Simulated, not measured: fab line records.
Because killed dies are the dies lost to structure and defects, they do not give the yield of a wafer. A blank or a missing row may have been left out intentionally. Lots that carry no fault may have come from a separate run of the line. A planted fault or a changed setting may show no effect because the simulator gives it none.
One fault through the eyes of 2 desks || flow gf180mcu || each desk has only its own numbers; what lay behind them comes last

THE TOOL OWNER'S DESK: litho track-03
The tool's own readings at GF_DNWELL_COAT_02 (resist thk 3000 nm): means of the sampled wafers that have a number, for each lot that ran on this tool. Any lot whose mean is over 4 standard deviations away from the usual mean is out of limits and marked OUT; that distance is given in the brackets.
Columns: A = exhaust pa at GF_DNWELL_COAT_02, usual 45.0 Pa
{"lot": "L568", "first seen here": "day 3 09:01", "A": 44.1}
{"lot": "L569", "first seen here": "day 3 13:43", "A": 44.9}
{"lot": "L570", "first seen here": "day 3 20:40", "A": 44.7}
{"lot": "L574", "first seen here": "day 4 19:22", "A": 45.8}
Result from this desk: across the 4 lots, nothing is out of limits.

FROM THE METROLOGY DESK
What the gauges read, lot by lot, whatever tool the lot ran on: means of the sampled wafers that have a number. Any lot whose mean is over 4 standard deviations away from the usual mean is out of limits and marked OUT; that distance is given in the brackets.
Columns: A = NWELL_TW at GF_NWELL_TW_MEAS_11, usual 1573; B = LVPWELL_TW at GF_LVPWELL_TW_MEAS_11, usual 561; C = MVSD_TW at GF_MVSD_TW_MEAS_11, usual 1578; D = VT_IMPLANT_01_OVL at GF_VT_IMPLANT_OVL_MEAS_18, usual -0.3 nm; E = VT_IMPLANT_03_OVL at GF_VT_IMPLANT_OVL_MEAS_40, usual -0.4 nm
{"lot": "L566", "first seen here": "day 3 18:56", "A": 1595, "B": 569, "C": 1549, "D": -0.6, "E": 1.3}
{"lot": "L568", "first seen here": "day 4 05:33", "A": 1548, "B": 550, "C": 1549, "D": 0.6, "E": -0.4}
{"lot": "L569", "first seen here": "day 4 11:02", "A": 1548, "B": 559, "C": 1577, "D": -1.5, "E": -0.6}
{"lot": "L570", "first seen here": "day 4 17:44", "A": "1729 (+7.8) OUT", "B": "1233 (+86) OUT", "C": "1731 (+7.0) OUT", "D": 1.6, "E": -1.7}
{"lot": "L573", "first seen here": "day 5 11:15", "A": 1575, "B": 560, "C": 1593, "D": -1.0, "E": -2.0}
{"lot": "L574", "first seen here": "day 5 17:33", "A": "1750 (+8.8) OUT", "B": "1196 (+81) OUT", "C": "1782 (+9.3) OUT", "D": -2.1, "E": 1.6}
{"lot": "L576", "first seen here": "day 6 00:29", "A": 1540, "B": 549, "C": 1546, "D": -0.2, "E": -0.0}
{"lot": "L578", "first seen here": "day 6 15:39", "A": 1591, "B": 559, "C": 1603, "D": -2.1, "E": -1.6}
{"lot": "L579", "first seen here": "day 6 17:55", "A": 1579, "B": 570, "C": 1577, "D": -0.2, "E": -0.6}
{"lot": "L581", "first seen here": "day 7 04:53", "A": 1578, "B": 558, "C": 1582, "D": -1.0, "E": -0.4}
{"lot": "L587", "first seen here": "day 8 13:00", "A": 1596, "B": 566, "C": 1612, "D": -0.1, "E": 0.2}
This desk finds L570, L574 out of limits, with the earliest case on L570 at day 4 17:44 (NWELL_TW at GF_NWELL_TW_MEAS_11). L566, L568, L569, L573, L576, L578, L579, L581, L587: within limits.

BROUGHT TOGETHER
On L570, L574, the metrology desk was in a position to raise an alarm at day 4 17:44.
The desk of the tool owner found nothing out of limits.
Tool owner's desk: L570, L574 on record, inside its limits.
GF_DNWELL_COAT_02 was run on litho track-03 by each of the lots named.

WHAT THE SIMULATOR HAD PUT IN
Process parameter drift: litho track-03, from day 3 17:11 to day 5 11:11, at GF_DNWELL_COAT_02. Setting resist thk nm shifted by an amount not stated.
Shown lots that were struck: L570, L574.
Per desk, hours elapsed from the start of the fault to the first reading out of limits: for the metrology desk, 25.
